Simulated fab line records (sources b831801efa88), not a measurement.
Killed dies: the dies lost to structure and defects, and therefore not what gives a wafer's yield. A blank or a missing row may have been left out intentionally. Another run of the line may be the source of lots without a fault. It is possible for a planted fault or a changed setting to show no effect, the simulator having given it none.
The tool behind it: which one? + flow sky130 + at 1 step of a route of 708, 15 lots with 45 wafers sampled

== WHAT THE GAUGES READ, wafer by wafer ==
No reading from a measuring or inspecting step in the record can be judged against a usual standard deviation.

== WHAT TOOL EACH LOT RAN ON (gives the tool, then ch and the chambers of the sampled wafers, and finally the start) ==
| lot  | SKY_VT_ADJUST_HVTR_DEVELOP_06     |
|------|-----------------------------------|
| L244 | litho_track-01 ch 0, day 9 12:04  |
| L248 | litho_track-02 ch 0, day 10 19:04 |
| L249 | litho_track-04 ch 0, day 11 01:20 |
| L251 | litho_track-02 ch 0, day 11 17:07 |
| L252 | litho_track-02 ch 0, day 11 20:22 |
| L255 | litho_track-01, day 13 00:55      |
| L256 | litho_track-04, day 13 03:14      |
| L257 | litho_track-01, day 13 09:51      |
| L260 | litho_track-04 ch 0, day 14 07:55 |
| L262 | litho_track-04 ch 0, day 14 21:25 |
| L263 | litho_track-04 ch 0, day 15 06:20 |
| L264 | litho_track-04 ch 0, day 15 11:40 |
| L265 | litho_track-04 ch 0, day 15 16:43 |
| L266 | litho_track-04 ch 0, day 16 05:34 |
| L267 | litho_track-01 ch 0, day 16 14:58 |
- SKY_VT_ADJUST_HVTR_DEVELOP_06: develop time 60 s.

== WHAT THE TOOLS THEMSELVES READ (means of the sampled wafers that have a number; where no wafer has one, the mark that the record gives instead) ==
SKY_VT_ADJUST_HVTR_DEVELOP_06. Usual: 23.00 C for chill_plate_temp_C, sd 0.11.
| lot  | tool           | chill_plate_temp_C (C) | flag |
|------|----------------|------------------------|------|
| L244 | litho_track-01 | 22.89                  |      |
| L248 | litho_track-02 | 22.88                  |      |
| L249 | litho_track-04 | 22.88                  |      |
| L251 | litho_track-02 | 22.92                  |      |
| L252 | litho_track-02 | 23.01                  |      |
| L255 | litho_track-01 | -                      | OFF  |
| L256 | litho_track-04 | -                      | OFF  |
| L257 | litho_track-01 | -                      | OFF  |
| L260 | litho_track-04 | 23.16                  |      |
| L262 | litho_track-04 | 22.96                  |      |
| L263 | litho_track-04 | 23.06                  |      |
| L264 | litho_track-04 | 23.09                  |      |
| L265 | litho_track-04 | 23.06                  |      |
| L266 | litho_track-04 | 23.00                  |      |
| L267 | litho_track-01 | 23.08                  |      |

== THE ANSWER, worked out from the rows above alone ==
Rule: take the mean of a lot's wafers that have a number; if it is more than 3 standard deviations from the usual mean, the lot is off. Also off: a lot with no number at a reading for which 4 or more lots have one. Where the step has rows for the other lots, those lots are counted as sound. First the gauges in route order, then the tools' own readings, where a lot's mean is used as printed above. At the first step where some lot is off, the reading lying furthest off is the one used; lots without a number count as furthest.
Off at SKY_VT_ADJUST_HVTR_DEVELOP_06 (chill_plate_temp_C): L255, L256, L257. Without a number there: L255, L256, L257.
A tool fits if, at that step or a process step before it, it ran every lot that is off, and no sound lot after the first of them. Not one of the candidates tried fits.

== WHAT WAS PUT IN BY THE SIMULATOR ==
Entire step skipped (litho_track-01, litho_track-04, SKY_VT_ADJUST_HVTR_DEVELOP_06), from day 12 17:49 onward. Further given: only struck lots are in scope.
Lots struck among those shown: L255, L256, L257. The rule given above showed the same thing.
